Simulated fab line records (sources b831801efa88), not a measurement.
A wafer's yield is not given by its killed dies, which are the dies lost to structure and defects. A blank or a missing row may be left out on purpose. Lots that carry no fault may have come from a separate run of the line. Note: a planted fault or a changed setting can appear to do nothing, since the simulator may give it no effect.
Code-filled problem report in 8D (eight disciplines) form -- flow gf180mcu -- the parts of the form that need people (team, actions taken, sign-off) are left out

== 1. WHAT WENT WRONG ==
Wafers without a fault read 12.66 s, standard deviation 0.032; strip-time-to-endpoint-s at GF_HV_LDD_STRIP_10 reads a mean of 12.07 s on 2 wafers belonging to 2 lots. That is -18 standard deviations from the usual mean.
The step: strips in O2/N2.
Earliest sighting: wafer L649.1 on plasma-asher-02 at day 12 00:14. Wafers with a number at this step in the record: 39, from 13 lots. The rule behind "out" and "out of limits": a value lying over 4 standard deviations away from the usual mean. Any other wafer with a number is counted as sound.

== 2. WHAT IT IS AND WHAT IT IS NOT ==
question,is,is not
which readings at this step,strip-time-to-endpoint-s,"drypump-motor-current-A, oes-product-au, platen-temp-c"
which lots,"L649, L650","L642, L644, L647, L648, L656, L659, L660, L661, L663, L664, L665"
which wafers of those lots,"L649.1, L650.5","L649.2, L649.6, L650.2, L650.3"
read on which tools,"plasma-asher-01, plasma-asher-02",plasma-asher-03
when,from day 12 00:14,"up to then (14 sound wafers); but 23 sound wafers of L650, L656, L659, L660, L661, L663, L664, L665 came after"

== 3. THE SUSPECTS, EACH WITH WHAT RULES IT OUT ==
Counting: if a tool at a process step up to the reading ran every lot that is out, it stays a suspect. Sound lots after the first of them don't rule it out here, since some wafers of a struck lot are sound.
- litho-track-03 at GF_HV_LDD_COAT_02 (resist thk 1000 nm): kept. Ran every lot that is out, first one L649 (day 11 14:14); last sound lot up to then L648 (day 11 05:50).
The count leaves litho-track-03 at GF_HV_LDD_COAT_02.

== 4. THE CAUSE (what the simulator had put in) ==
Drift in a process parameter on litho-track-03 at GF_HV_LDD_COAT_02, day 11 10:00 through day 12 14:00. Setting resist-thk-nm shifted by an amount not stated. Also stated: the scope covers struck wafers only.
The count eliminated every tool but this one.

== 5. SEQUENCE OF EFFECTS, ordered by route ==
One row per reading whose mean, taken over the struck wafers that have a number, lies over 3 standard deviations from the usual. Only readings whose record carries a usual standard deviation are examined. hours: median over the lots of the time between each lot's start at the first step of this table that gives one and its start at this step. sigmas: the change, counted in usual standard deviations.
hours,step,reading,usual,on struck wafers,change,sigmas
0,GF_HV_LDD_STRIP_10,strip-time-to-endpoint-s,12.66 s,12.07,-0.59,-18
The process steps in it:
- GF_HV_LDD_STRIP_10: strips in O2/N2.
Later steps that measure or inspect, where all struck wafers having a row at the step show a number for every such reading and not one has moved that far: GF_HV_LDD_CD_MEAS_19.

== 6. WHAT WOULD HAVE CAUGHT IT SOONER ==
In this record no reading fell out of limits until day 12 00:14, 14 hours after the fault had begun at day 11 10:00.
By day 12 00:14 the whole set of lots that are out, 2 in number, had already begun GF_HV_LDD_COAT_02 on litho-track-03. A hold on the tool at that time would have spared none of them.
